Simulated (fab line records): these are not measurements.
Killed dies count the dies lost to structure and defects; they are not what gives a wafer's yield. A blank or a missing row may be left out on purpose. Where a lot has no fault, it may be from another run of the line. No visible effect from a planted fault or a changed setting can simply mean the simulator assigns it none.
fab line records	flow sky130	part 1 of 2: steps 1 to 32 of 44
record lots=5	wafers=15	last-day=51
route steps=708 shown VT_ADJUST_LVTN@107 VT_ADJUST_NCORE@119 VT_ADJUST_HVTR@131 VT_ADJUST_PCH@143
lots with no fault: from the same line, run without faults
start-h: hours from the record's opening day to when the first of the lot's shown wafers began	wait-h: hours elapsed since this lot's preceding step	" the same as in the row above	L1.1+2: several wafers, shown together as one row	- either no value or no given start	* or withheld: withheld	< > ~ a bound
route shown NAME@n: a module of which the file shows steps, and the number in the route of the first	usual: mean/standard deviation taken from wafers without a fault	same: alike in all rows	chamber/n: place in a boat	sites: the reading at each site	_std_site: standard deviation across them	_edge_site: the outer-site mean with the inner-site mean subtracted	radius-mm: for every site, how far away it sits from the centre of the wafer	mask NAME#n: copy n	behind: the most recent tool/chamber to have shaped the wafer	hold: why the lot was held/for how many hours/how that ended	device: the n, p or np transistor that did not switch	end of line: tests run on the same wafers once the route is complete	where a step has no rows: the recipe by itself	killed: count of dies lost to structure and defects at first sort (not the wafer's yield)	map: shows each die of a wafer: x if killed, . if not, _ if none is there
set.NAME: setting as actually run; set.NAME@STEP: the setting as run at that earlier step	model.NAME: the simulator's own value behind a step, which no gauge read
lots at some steps of the route; a table a step, a row a wafer
services: a tool's chamber out of use, with start hour (start-h, from the record's first day; less than 0 if before it), hours out, and reason
## steps
# step SKY_VT_ADJUST_LVTN_TW_MEAS_10
# usual VT_ADJUST_LVTN_TW=240.8/1.7
lot.wafer	tool	chamber	start-h	wait-h	VT_ADJUST_LVTN_TW
L081.3	film-metro-04	-	189.21	0.1	242.6
L081.4	"	-	"	"	240.9
L081.5	"	-	"	"	241.9
L083.2	film-metro-03	-	200.70	0.1	236.9
L083.3	"	-	"	"	238.8
L083.4	"	-	"	"	238.4
L085.2	film-metro-03	-	215.25	0.1	237.3
L085.5	"	-	"	"	240.2
L085.6	"	-	"	"	238.9
L089.2	film-metro-04	-	242.09	0.1	240.3
L089.3	"	-	"	"	240.8
L089.5	"	-	"	"	240.7
L094.2	film-metro-04	-	282.55	0.1	240.9
L094.3	"	-	"	"	241.0
L094.6	"	-	"	"	241.7
# step SKY_VT_ADJUST_LVTN_DEHYDRATE_11
# recipe temp-c=200	time-s=60
lot.wafer	tool	chamber	start-h	wait-h
L081.3+4+5	litho-track-01	0	200.45	11.2
L083.2+3+4	litho-track-04	0	211.62	10.9
L085.2+5+6	litho-track-02	0	227.42	12.2
L089.2+3+5	litho-track-02	0	255.12	13.0
L094.2+3+6	litho-track-02	0	294.77	12.2
# step SKY_VT_ADJUST_LVTN_HMDS_12
# recipe prime-time-s=60	prime-temp-c=120
lot.wafer	tool	chamber	start-h	wait-h
L081.3+4+5	litho-track-01	0	200.60	0.1
L083.2+3+4	litho-track-04	0	211.77	0.1
L085.2+5+6	litho-track-02	0	227.57	0.1
L089.2+3+5	litho-track-02	0	255.27	0.1
L094.2+3+6	litho-track-02	0	294.92	0.1
# step SKY_VT_ADJUST_LVTN_COAT_13
# recipe resist=NOVOLAK	spin-rpm=3000	resist-thk-nm=1140
lot.wafer	tool	chamber	start-h	wait-h
L081.3+4+5	litho-track-01	0	200.75	0.1
L083.2+3+4	litho-track-04	0	211.92	0.1
L085.2+5+6	litho-track-02	0	227.72	0.1
L089.2+3+5	litho-track-02	0	255.42	0.1
L094.2+3+6	litho-track-02	0	295.07	0.1
# step SKY_VT_ADJUST_LVTN_SOFTBAKE_14
# recipe temp-c=90	time-s=60	resist=NOVOLAK
lot.wafer	tool	chamber	start-h	wait-h
L081.3+4+5	litho-track-01	0	200.90	0.1
L083.2+3+4	litho-track-04	0	212.07	0.1
L085.2+5+6	litho-track-02	0	227.87	0.1
L089.2+3+5	litho-track-02	0	255.57	0.1
L094.2+3+6	litho-track-02	0	295.22	0.1
# step SKY_VT_ADJUST_LVTN_EXPOSE_15
# recipe mask-id=HVN_STD_DERIVED	na=0.6	source-shape=conventional	sigma-outer=0.6	polarization=unpolarized	target-cd-nm=600	dose-mj=163
# usual reticle-temp-C=23.03/0.12
lot.wafer	tool	chamber	start-h	wait-h	mask	reticle-temp-C
L081.3	iline-stepper-01	0	-	-	HVN_STD_DERIVED#0	22.87
L081.4	"	0	"	"	HVN_STD_DERIVED#0	23.02
L081.5	"	0	"	"	HVN_STD_DERIVED#0	22.98
L083.2	iline-stepper-01	0	-	-	HVN_STD_DERIVED#0	23.25
L083.3	"	0	"	"	HVN_STD_DERIVED#0	23.14
L083.4	"	0	"	"	HVN_STD_DERIVED#0	23.13
L085.2	iline-stepper-01	0	-	-	HVN_STD_DERIVED#0	23.04
L085.5	"	0	"	"	HVN_STD_DERIVED#0	22.81
L085.6	"	0	"	"	HVN_STD_DERIVED#0	22.92
L089.2	iline-stepper-02	0	-	-	HVN_STD_DERIVED#0	22.94
L089.3	"	0	"	"	HVN_STD_DERIVED#0	22.97
L089.5	"	0	"	"	HVN_STD_DERIVED#0	22.90
L094.2	iline-stepper-02	0	-	-	HVN_STD_DERIVED#0	22.89
L094.3	"	0	"	"	HVN_STD_DERIVED#0	23.15
L094.6	"	0	"	"	HVN_STD_DERIVED#0	23.00
# step SKY_VT_ADJUST_LVTN_PEB_16
# recipe temp-c=withheld	time-s=*	resist=NOVOLAK
lot.wafer	tool	chamber	start-h	wait-h
L081.3+4+5	litho-track-02	0	-	-
L083.2+3+4	litho-track-02	0	-	-
L085.2+5+6	litho-track-04	0	-	-
L089.2+3+5	litho-track-04	0	-	-
L094.2+3+6	litho-track-01	0	-	-
# step SKY_VT_ADJUST_LVTN_DEVELOP_17
# recipe resist=NOVOLAK	developer=TMAH	develop-time-s=60	dev-temp-c=23
lot.wafer	tool	chamber	start-h	wait-h
L081.3+4+5	litho-track-02	0	211.94	0.1
L083.2+3+4	litho-track-02	0	224.07	0.1
L085.2+5+6	litho-track-04	0	239.37	0.1
L089.2+3+5	litho-track-04	0	267.82	0.1
L094.2+3+6	litho-track-01	0	307.78	0.1
# step SKY_VT_ADJUST_LVTN_OVL_MEAS_18
# usual VT_ADJUST_LVTN_01_OVL=0.6/1.3
lot.wafer	tool	chamber	start-h	wait-h	VT_ADJUST_LVTN_01_OVL[nm]
L081.3	overlay-02	-	212.06	0.1	1.3
L081.4	"	-	"	"	2.5
L081.5	"	-	"	"	2.7
L083.2	overlay-02	-	224.20	0.1	1.7
L083.3	"	-	"	"	1.3
L083.4	"	-	"	"	2.1
L085.2	overlay-01	-	239.50	0.1	2.4
L085.5	"	-	"	"	-1.0
L085.6	"	-	"	"	2.5
L089.2	overlay-02	-	267.95	0.1	1.2
L089.3	"	-	"	"	2.4
L089.5	"	-	"	"	2.0
L094.2	overlay-01	-	307.91	0.1	0.2
L094.3	"	-	"	"	0.9
L094.6	"	-	"	"	0.3
# step SKY_VT_ADJUST_LVTN_IMPLANT_19
# recipe species=B	energy-kev=30	dose-cm2=6.5e+11	tilt-deg=withheld
# usual end-station-pressure-torr=5.01e-06/2.8e-07
lot.wafer	tool	chamber	start-h	wait-h	end-station-pressure-torr
L081.3	implanter-02	0	212.13	0.1	5.17e-06
L081.4	"	0	"	"	5.1e-06
L081.5	"	0	"	"	5.08e-06
L083.2	implanter-02	0	224.25	0.0	5.05e-06
L083.3	"	0	"	"	5.61e-06
L083.4	"	0	"	"	5.5e-06
L085.2	implanter-03	0	239.55	0.0	4.87e-06
L085.5	"	0	"	"	4.95e-06
L085.6	"	0	"	"	4.87e-06
L089.2	implanter-03	0	268.00	0.0	5.21e-06
L089.3	"	0	"	"	5.22e-06
L089.5	"	0	"	"	5.05e-06
L094.2	implanter-01	0	307.96	0.0	4.95e-06
L094.3	"	0	"	"	5.18e-06
L094.6	"	0	"	"	4.66e-06
# step SKY_VT_ADJUST_LVTN_STRIP_20
# recipe chemistry=O2/N2	power-w=1400	pressure-mtorr=1500	platen-temp-c=withheld	o2-flow-sccm=3000	n2-flow-sccm=300	overash-fraction=0.5
# usual drypump-motor-current-A=5.88/0.17	oes-product-au=0.716/0.0042	strip-time-to-endpoint-s=14.17/0.036
lot.wafer	tool	chamber	start-h	wait-h	drypump-motor-current-A	oes-product-au	rf-hours-counter-h	strip-time-to-endpoint-s
L081.3	plasma-asher-01	1	212.26	0.1	6.04	0.719	-	14.20
L081.4	"	0	"	"	5.84	0.719	-	14.17
L081.5	"	1	"	"	6.06	0.713	-	14.16
L083.2	plasma-asher-04	0	224.38	0.1	6.05	0.716	11	14.13
L083.3	"	0	"	"	6.05	0.713	-	14.10
L083.4	"	1	"	"	5.73	0.713	-	14.17
L085.2	plasma-asher-02	1	239.68	0.1	6.00	0.720	45	14.16
L085.5	"	0	"	"	5.55	0.715	-	14.13
L085.6	"	1	"	"	6.00	0.723	-	14.13
L089.2	plasma-asher-01	0	268.13	0.1	5.83	0.719	44	14.17
L089.3	"	0	"	"	5.81	0.710	-	14.20
L089.5	"	1	"	"	6.00	0.719	-	14.17
L094.2	plasma-asher-02	0	308.09	0.1	5.56	0.723	51	14.18
L094.3	"	0	"	"	5.57	0.724	-	14.14
L094.6	"	0	"	"	5.56	0.711	-	14.12
# step SKY_VT_ADJUST_LVTN_TW_MEAS_21
# usual VT_ADJUST_LVTN_2_TW=187.4/1.3
lot.wafer	tool	chamber	start-h	wait-h	VT_ADJUST_LVTN_2_TW
L081.3	film-metro-03	-	212.35	0.1	185.5
L081.4	"	-	"	"	185.3
L081.5	"	-	"	"	185.2
L083.2	film-metro-03	-	224.49	0.1	187.2
L083.3	"	-	"	"	186.9
L083.4	"	-	"	"	187.0
L085.2	film-metro-03	-	239.79	0.1	186.3
L085.5	"	-	"	"	187.3
L085.6	"	-	"	"	186.3
L089.2	film-metro-03	-	268.24	0.1	186.2
L089.3	"	-	"	"	186.4
L089.5	"	-	"	"	186.6
L094.2	film-metro-04	-	308.20	0.1	188.5
L094.3	"	-	"	"	187.4
L094.6	"	-	"	"	187.8
# step SKY_VT_ADJUST_NCORE_DEHYDRATE_00
# recipe temp-c=200	time-s=60
lot.wafer	tool	chamber	start-h	wait-h
L081.3+4+5	litho-track-03	0	224.09	11.7
L083.2+3+4	litho-track-03	0	235.82	11.3
L085.2+5+6	litho-track-04	0	252.42	12.6
L089.2+3+5	litho-track-03	0	281.32	13.1
L094.2+3+6	litho-track-03	0	321.47	13.3
# step SKY_VT_ADJUST_NCORE_HMDS_01
# recipe prime-time-s=60	prime-temp-c=120
lot.wafer	tool	chamber	start-h	wait-h
L081.3+4+5	litho-track-03	0	224.24	0.1
L083.2+3+4	litho-track-03	0	235.97	0.1
L085.2+5+6	litho-track-04	0	252.57	0.1
L089.2+3+5	litho-track-03	0	281.47	0.1
L094.2+3+6	litho-track-03	0	321.62	0.1
# step SKY_VT_ADJUST_NCORE_COAT_02
# recipe resist=NOVOLAK	spin-rpm=3000	resist-thk-nm=1140
lot.wafer	tool	chamber	start-h	wait-h
L081.3+4+5	litho-track-03	0	224.39	0.1
L083.2+3+4	litho-track-03	0	236.12	0.1
L085.2+5+6	litho-track-04	0	252.72	0.1
L089.2+3+5	litho-track-03	0	281.62	0.1
L094.2+3+6	litho-track-03	0	321.77	0.1
# step SKY_VT_ADJUST_NCORE_SOFTBAKE_03
# recipe temp-c=90	time-s=60	resist=NOVOLAK
lot.wafer	tool	chamber	start-h	wait-h
L081.3+4+5	litho-track-03	0	224.54	0.1
L083.2+3+4	litho-track-03	0	236.27	0.1
L085.2+5+6	litho-track-04	0	252.87	0.1
L089.2+3+5	litho-track-03	0	281.77	0.1
L094.2+3+6	litho-track-03	0	321.92	0.1
# step SKY_VT_ADJUST_NCORE_EXPOSE_04
# recipe mask-id=LVTN_COMPLEMENT_THIN	na=0.6	source-shape=conventional	sigma-outer=0.6	polarization=unpolarized	target-cd-nm=380	dose-mj=139
# usual reticle-temp-C=22.99/0.1
lot.wafer	tool	chamber	start-h	wait-h	mask	reticle-temp-C
L081.3	iline-stepper-01	0	-	-	LVTN_COMPLEMENT_THIN#0	22.94
L081.4	"	0	"	"	LVTN_COMPLEMENT_THIN#0	22.99
L081.5	"	0	"	"	LVTN_COMPLEMENT_THIN#0	22.76
L083.2	iline-stepper-01	0	-	-	LVTN_COMPLEMENT_THIN#0	23.07
L083.3	"	0	"	"	LVTN_COMPLEMENT_THIN#0	23.04
L083.4	"	0	"	"	LVTN_COMPLEMENT_THIN#0	23.06
L085.2	iline-stepper-01	0	-	-	LVTN_COMPLEMENT_THIN#0	23.13
L085.5	"	0	"	"	LVTN_COMPLEMENT_THIN#0	22.74
L085.6	"	0	"	"	LVTN_COMPLEMENT_THIN#0	23.05
L089.2	iline-stepper-02	0	-	-	LVTN_COMPLEMENT_THIN#0	22.77
L089.3	"	0	"	"	LVTN_COMPLEMENT_THIN#0	22.92
L089.5	"	0	"	"	LVTN_COMPLEMENT_THIN#0	23.03
L094.2	iline-stepper-02	0	-	-	LVTN_COMPLEMENT_THIN#0	22.91
L094.3	"	0	"	"	LVTN_COMPLEMENT_THIN#0	22.76
L094.6	"	0	"	"	LVTN_COMPLEMENT_THIN#0	22.89
# step SKY_VT_ADJUST_NCORE_PEB_05
# recipe temp-c=withheld	time-s=*	resist=NOVOLAK
lot.wafer	tool	chamber	start-h	wait-h
L081.3+4+5	litho-track-04	0	-	-
L083.2+3+4	litho-track-03	0	-	-
L085.2+5+6	litho-track-01	0	-	-
L089.2+3+5	litho-track-01	0	-	-
L094.2+3+6	litho-track-03	0	-	-
# step SKY_VT_ADJUST_NCORE_DEVELOP_06
# recipe resist=NOVOLAK	developer=TMAH	develop-time-s=60	dev-temp-c=23
lot.wafer	tool	chamber	start-h	wait-h
L081.3+4+5	litho-track-04	0	236.54	0.1
L083.2+3+4	litho-track-03	0	248.42	0.1
L085.2+5+6	litho-track-01	0	265.13	0.1
L089.2+3+5	litho-track-01	0	294.28	0.1
L094.2+3+6	litho-track-03	0	335.32	0.1
# step SKY_VT_ADJUST_NCORE_CD_MEAS_07
# recipe target-cd-nm=380
# usual cd-nm=380/3.1
lot.wafer	tool	chamber	start-h	wait-h	cd-nm
L081.3	cd-sem-01	-	236.68	0.1	381
L081.4	"	-	"	"	378
L081.5	"	-	"	"	380
L083.2	cd-sem-02	-	248.56	0.1	381
L083.3	"	-	"	"	382
L083.4	"	-	"	"	381
L085.2	cd-sem-01	-	265.27	0.1	379
L085.5	"	-	"	"	378
L085.6	"	-	"	"	381
L089.2	cd-sem-02	-	294.42	0.1	378
L089.3	"	-	"	"	378
L089.5	"	-	"	"	378
L094.2	cd-sem-01	-	335.46	0.1	383
L094.3	"	-	"	"	379
L094.6	"	-	"	"	380
# step SKY_VT_ADJUST_NCORE_OVL_MEAS_08
# usual VT_ADJUST_NCORE_OVL=-0.4/1.4
lot.wafer	tool	chamber	start-h	wait-h	VT_ADJUST_NCORE_OVL[nm]
L081.3	overlay-01	-	236.78	0.1	-0.8
L081.4	"	-	"	"	-0.8
L081.5	"	-	"	"	-0.6
L083.2	overlay-01	-	248.67	0.1	-0.6
L083.3	"	-	"	"	0.2
L083.4	"	-	"	"	-0.3
L085.2	overlay-01	-	265.38	0.1	0.2
L085.5	"	-	"	"	-1.7
L085.6	"	-	"	"	-2.5
L089.2	overlay-01	-	294.53	0.1	-0.6
L089.3	"	-	"	"	-2.2
L089.5	"	-	"	"	-1.6
L094.2	overlay-01	-	335.57	0.1	-2.4
L094.3	"	-	"	"	-2.0
L094.6	"	-	"	"	-1.7
# step SKY_VT_ADJUST_NCORE_IMPLANT_09
# recipe species=B	energy-kev=10	dose-cm2=2.4e+12	tilt-deg=withheld
# usual end-station-pressure-torr=5.04e-06/2.5e-07
lot.wafer	tool	chamber	start-h	wait-h	end-station-pressure-torr
L081.3	implanter-02	0	236.85	0.1	4.81e-06
L081.4	"	0	"	"	5.43e-06
L081.5	"	0	"	"	4.91e-06
L083.2	implanter-04	0	248.72	0.0	5.21e-06
L083.3	"	0	"	"	5.62e-06
L083.4	"	0	"	"	5.18e-06
L085.2	implanter-02	0	265.43	0.0	5.11e-06
L085.5	"	0	"	"	5.56e-06
L085.6	"	0	"	"	5.15e-06
L089.2	implanter-03	0	294.58	0.0	4.94e-06
L089.3	"	0	"	"	4.92e-06
L089.5	"	0	"	"	5.23e-06
L094.2	implanter-04	0	335.62	0.0	4.89e-06
L094.3	"	0	"	"	5.4e-06
L094.6	"	0	"	"	4.72e-06
# step SKY_VT_ADJUST_NCORE_STRIP_10
# recipe chemistry=O2/N2	power-w=1400	pressure-mtorr=1500	platen-temp-c=withheld	o2-flow-sccm=3000	n2-flow-sccm=300	overash-fraction=0.5
# usual drypump-motor-current-A=5.9/0.41	oes-product-au=0.716/0.0047	strip-time-to-endpoint-s=14.18/0.04
lot.wafer	tool	chamber	start-h	wait-h	drypump-motor-current-A	oes-product-au	rf-hours-counter-h	strip-time-to-endpoint-s
L081.3	plasma-asher-01	1	236.98	0.1	6.0	0.712	-	14.20
L081.4	"	0	"	"	5.8	0.720	-	14.21
L081.5	"	0	"	"	5.8	0.724	-	14.22
L083.2	plasma-asher-01	0	248.85	0.1	5.8	0.714	41	14.13
L083.3	"	0	"	"	5.8	0.714	-	14.12
L083.4	"	1	"	"	6.0	0.716	-	14.17
L085.2	plasma-asher-04	0	265.56	0.1	6.0	0.714	15	14.18
L085.5	"	0	"	"	6.1	0.714	-	14.15
L085.6	"	1	"	"	5.7	0.709	-	14.18
L089.2	plasma-asher-04	1	294.71	0.1	5.7	0.716	18	14.17
L089.3	"	1	"	"	5.7	0.716	-	14.19
L089.5	"	0	"	"	6.0	0.706	-	14.19
L094.2	plasma-asher-03	0	335.75	0.1	5.0	0.715	62	14.18
L094.3	"	1	"	"	6.6	0.720	-	14.22
L094.6	"	1	"	"	6.7	0.716	-	14.20
# step SKY_VT_ADJUST_NCORE_TW_MEAS_11
# usual VT_ADJUST_NCORE_TW=218.6/1.8
lot.wafer	tool	chamber	start-h	wait-h	VT_ADJUST_NCORE_TW
L081.3	film-metro-03	-	237.07	0.1	217.2
L081.4	"	-	"	"	217.4
L081.5	"	-	"	"	218.2
L083.2	film-metro-03	-	248.96	0.1	215.6
L083.3	"	-	"	"	216.8
L083.4	"	-	"	"	215.9
L085.2	film-metro-03	-	265.67	0.1	217.9
L085.5	"	-	"	"	217.8
L085.6	"	-	"	"	218.1
L089.2	film-metro-02	-	294.82	0.1	220.6
L089.3	"	-	"	"	219.5
L089.5	"	-	"	"	218.9
L094.2	film-metro-02	-	335.86	0.1	219.0
L094.3	"	-	"	"	220.4
L094.6	"	-	"	"	221.8
# step SKY_VT_ADJUST_HVTR_DEHYDRATE_00
# recipe temp-c=200	time-s=60
lot.wafer	tool	chamber	start-h	wait-h
L081.3+4+5	litho-track-01	0	249.00	11.9
L083.2+3+4	litho-track-02	0	261.32	12.4
L085.2+5+6	litho-track-01	0	278.18	12.5
L089.2+3+5	litho-track-01	0	306.73	11.9
L094.2+3+6	litho-track-03	0	349.82	13.9
# step SKY_VT_ADJUST_HVTR_HMDS_01
# recipe prime-time-s=60	prime-temp-c=120
lot.wafer	tool	chamber	start-h	wait-h
L081.3+4+5	litho-track-01	0	249.15	0.1
L083.2+3+4	litho-track-02	0	261.47	0.1
L085.2+5+6	litho-track-01	0	278.33	0.1
L089.2+3+5	litho-track-01	0	306.88	0.1
L094.2+3+6	litho-track-03	0	349.97	0.1
# step SKY_VT_ADJUST_HVTR_COAT_02
# recipe resist=NOVOLAK	spin-rpm=3000	resist-thk-nm=1154
lot.wafer	tool	chamber	start-h	wait-h
L081.3+4+5	litho-track-01	0	249.30	0.1
L083.2+3+4	litho-track-02	0	261.62	0.1
L085.2+5+6	litho-track-01	0	278.48	0.1
L089.2+3+5	litho-track-01	0	307.03	0.1
L094.2+3+6	litho-track-03	0	350.12	0.1
# step SKY_VT_ADJUST_HVTR_SOFTBAKE_03
# recipe temp-c=90	time-s=60	resist=NOVOLAK
lot.wafer	tool	chamber	start-h	wait-h
L081.3+4+5	litho-track-01	0	249.45	0.1
L083.2+3+4	litho-track-02	0	261.77	0.1
L085.2+5+6	litho-track-01	0	278.63	0.1
L089.2+3+5	litho-track-01	0	307.18	0.1
L094.2+3+6	litho-track-03	0	350.27	0.1
# step SKY_VT_ADJUST_HVTR_EXPOSE_04
# recipe mask-id=HVTRM	target-cd-nm=380	na=0.6	source-shape=conventional	sigma-outer=0.6	dose-mj=150
# usual reticle-temp-C=23.02/0.11
lot.wafer	tool	chamber	start-h	wait-h	mask	reticle-temp-C
L081.3	iline-stepper-01	0	-	-	HVTRM#0	23.00
L081.4	"	0	"	"	HVTRM#0	23.00
L081.5	"	0	"	"	HVTRM#0	22.95
L083.2	iline-stepper-01	0	-	-	HVTRM#0	22.85
L083.3	"	0	"	"	HVTRM#0	23.01
L083.4	"	0	"	"	HVTRM#0	22.82
L085.2	iline-stepper-01	0	-	-	HVTRM#0	23.13
L085.5	"	0	"	"	HVTRM#0	23.12
L085.6	"	0	"	"	HVTRM#0	23.03
L089.2	iline-stepper-02	0	-	-	HVTRM#0	23.11
L089.3	"	0	"	"	HVTRM#0	23.15
L089.5	"	0	"	"	HVTRM#0	23.05
L094.2	iline-stepper-02	0	-	-	HVTRM#0	23.04
L094.3	"	0	"	"	HVTRM#0	23.08
L094.6	"	0	"	"	HVTRM#0	23.12
# step SKY_VT_ADJUST_HVTR_PEB_05
# recipe temp-c=withheld	time-s=*	resist=NOVOLAK
lot.wafer	tool	chamber	start-h	wait-h
L081.3+4+5	litho-track-01	0	-	-
L083.2+3+4	litho-track-02	0	-	-
L085.2+5+6	litho-track-01	0	-	-
L089.2+3+5	litho-track-01	0	-	-
L094.2+3+6	litho-track-01	0	-	-
# step SKY_VT_ADJUST_HVTR_DEVELOP_06
# recipe develop-time-s=60	dev-temp-c=23
lot.wafer	tool	chamber	start-h	wait-h
L081.3+4+5	litho-track-01	0	262.25	0.1
L083.2+3+4	litho-track-02	0	274.62	0.1
L085.2+5+6	litho-track-01	0	291.38	0.1
L089.2+3+5	litho-track-01	0	320.18	0.1
L094.2+3+6	litho-track-01	0	364.53	0.1
# step SKY_VT_ADJUST_HVTR_CD_MEAS_07
# recipe target-cd-nm=380
# usual cd-nm=380.5/2.4
lot.wafer	tool	chamber	start-h	wait-h	cd-nm
L081.3	cd-sem-01	-	262.39	0.1	378.3
L081.4	"	-	"	"	377.2
L081.5	"	-	"	"	379.9
L083.2	cd-sem-01	-	274.76	0.1	383.5
L083.3	"	-	"	"	381.6
L083.4	"	-	"	"	381.4
L085.2	cd-sem-02	-	291.52	0.1	380.7
L085.5	"	-	"	"	381.1
L085.6	"	-	"	"	383.7
L089.2	cd-sem-02	-	320.32	0.1	380.2
L089.3	"	-	"	"	380.7
L089.5	"	-	"	"	380.4
L094.2	cd-sem-02	-	364.67	0.1	384.8
L094.3	"	-	"	"	383.7
L094.6	"	-	"	"	383.5
